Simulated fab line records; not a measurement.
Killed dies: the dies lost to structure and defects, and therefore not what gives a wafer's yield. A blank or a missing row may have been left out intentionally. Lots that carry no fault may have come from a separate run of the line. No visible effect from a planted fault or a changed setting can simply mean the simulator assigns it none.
Matching of chambers / flow sky130 / 4 sister chambers for SKY_CONTACT_CMP_04 on cmp-02
The step polishes SiO2. 8 wafers are shown with their chamber, then 9 later ones without.

## WAFERS, EACH WITH ITS CHAMBER
wafer=L078.5; chamber=0; motor current A (A)=12.5; time to endpoint s (s)=85
wafer=L079.2; chamber=0; motor current A (A)=12.6; time to endpoint s (s)=86
wafer=L079.3; chamber=3; motor current A (A)=12.7; time to endpoint s (s)=79
wafer=L079.5; chamber=3; motor current A (A)=12.2; time to endpoint s (s)=83
wafer=L081.1; chamber=1; motor current A (A)=11.7; time to endpoint s (s)=86
wafer=L082.2; chamber=1; motor current A (A)=11.4; time to endpoint s (s)=88
wafer=L082.3; chamber=2; motor current A (A)=13.2; time to endpoint s (s)=81
wafer=L082.6; chamber=2; motor current A (A)=13.3; time to endpoint s (s)=87

## WAFERS WHOSE CHAMBER IS MISSING
wafer=L085.2; motor current A (A)=12.6; time to endpoint s (s)=86
wafer=L085.3; motor current A (A)=13.1; time to endpoint s (s)=87
wafer=L085.6; motor current A (A)=11.7; time to endpoint s (s)=92
wafer=L091.1; motor current A (A)=12.2; time to endpoint s (s)=80
wafer=L091.2; motor current A (A)=12.7; time to endpoint s (s)=75
wafer=L091.4; motor current A (A)=11.4; time to endpoint s (s)=81
wafer=L094.3; motor current A (A)=13.2; time to endpoint s (s)=90
wafer=L094.4; motor current A (A)=12.2; time to endpoint s (s)=90
wafer=L094.5; motor current A (A)=12.5; time to endpoint s (s)=89

## WHICH CHAMBER EACH WENT THROUGH
wafer=L085.2; from the rows above=can't be placed: 0 or 3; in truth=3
wafer=L085.3; from the rows above=can't be placed: 2 or 0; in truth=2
wafer=L085.6; from the rows above=1; in truth=1
wafer=L091.1; from the rows above=can't be placed: 3 or 0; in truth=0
wafer=L091.2; from the rows above=can't be placed: 3 or 0 or 2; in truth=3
wafer=L091.4; from the rows above=1; in truth=1
wafer=L094.3; from the rows above=can't be placed: 2 or 0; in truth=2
wafer=L094.4; from the rows above=can't be placed: 0 or 1 or 3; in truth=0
wafer=L094.5; from the rows above=can't be placed: 0 or 3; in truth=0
Correctly placed: 2 of 9. These rows do not allow placing 7 (true chamber among the candidates in 7). Number placed wrongly: 0.
How it was worked out, from the rows above alone: a wafer's distance from a chamber is the root of the sum, over the readings, of the square of ((its reading less the chamber's mean) divided by the reading's scatter). If the next closest chamber is less than 2 further off than the closest, the wafer can't be placed; otherwise it belongs to the closest. The mean given for a chamber averages the wafers shown for that chamber. The scatter: the root of (the sum of the squares of (reading less its chamber's mean) over the shown wafers, divided by (wafers less chambers)).
